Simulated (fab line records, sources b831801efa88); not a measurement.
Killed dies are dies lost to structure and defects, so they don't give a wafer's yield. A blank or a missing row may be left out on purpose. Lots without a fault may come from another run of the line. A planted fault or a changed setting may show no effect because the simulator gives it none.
Which tool did it? | flow gf180mcu | 6 lots, 18 wafers sampled, at 3 steps of a route of 602

WHAT THE GAUGES READ, wafer by wafer
GF_HV_LDD_CD_MEAS_31: target cd 400 nm.
lot  | measured     | on        | cd_nm (nm)
L484 | day 11 20:58 | cd_sem-02 | 397.0 400.9 396.9
L486 | day 12 11:15 | cd_sem-01 | 399.5 399.1 398.5
L494 | day 15 17:22 | cd_sem-01 | 401.7 399.2 400.0
L496 | day 16 06:12 | cd_sem-01 | 399.3 402.8 399.7
L501 | day 17 10:16 | cd_sem-02 | 393.0 396.9 393.6
L506 | day 19 04:12 | cd_sem-01 | 396.0 395.8 397.4

WHICH TOOL RAN EACH LOT (tool, then ch and the chambers of the sampled wafers, then the start)
lot  | GF_DUAL_GATE_STRIP_13                | GF_HV_LDD_STRIP_22
L484 | plasma_asher-04 ch 0,1, day 8 16:51  | plasma_asher-04 ch 1, day 11 02:33
L486 | plasma_asher-02 ch 0,1, day 9 05:33  | plasma_asher-03 ch 0,1, day 11 17:34
L494 | plasma_asher-02 ch 0,1, day 11 18:50 | plasma_asher-01 ch 0,1, day 14 19:19
L496 | plasma_asher-02 ch 0,1, day 12 06:28 | plasma_asher-01 ch 0,1, day 15 08:08
L501 | plasma_asher-02 ch 0,1, day 13 13:38 | plasma_asher-01 ch 0,1, day 16 11:56
L506 | plasma_asher-03 ch 0,1, day 15 01:11 | plasma_asher-04 ch 0,1, day 18 04:09
- GF_DUAL_GATE_STRIP_13: strips in O2/N2.
- GF_HV_LDD_STRIP_22: strips in O2/N2.

THE ANSWER, worked out from the rows above alone
Rule: what is usual is taken from the lots themselves. Put in order of their means at a reading, lots are off if they are a third of the lots or fewer, leave a main group of 4 or more, and stand apart from it by a gap of 3 or more times the standard deviation of the main group's means; of several such gaps the widest counts. A main group whose means are all the same, to the digits that the tables above print for the reading, isn't used. A lot without any number at a reading at which 4 lots or more have one is off too. The other lots that the step has rows for count as sound.
No lot is off at any reading shown: from this, nothing can be told.

WHAT THE SIMULATOR HAD PUT IN
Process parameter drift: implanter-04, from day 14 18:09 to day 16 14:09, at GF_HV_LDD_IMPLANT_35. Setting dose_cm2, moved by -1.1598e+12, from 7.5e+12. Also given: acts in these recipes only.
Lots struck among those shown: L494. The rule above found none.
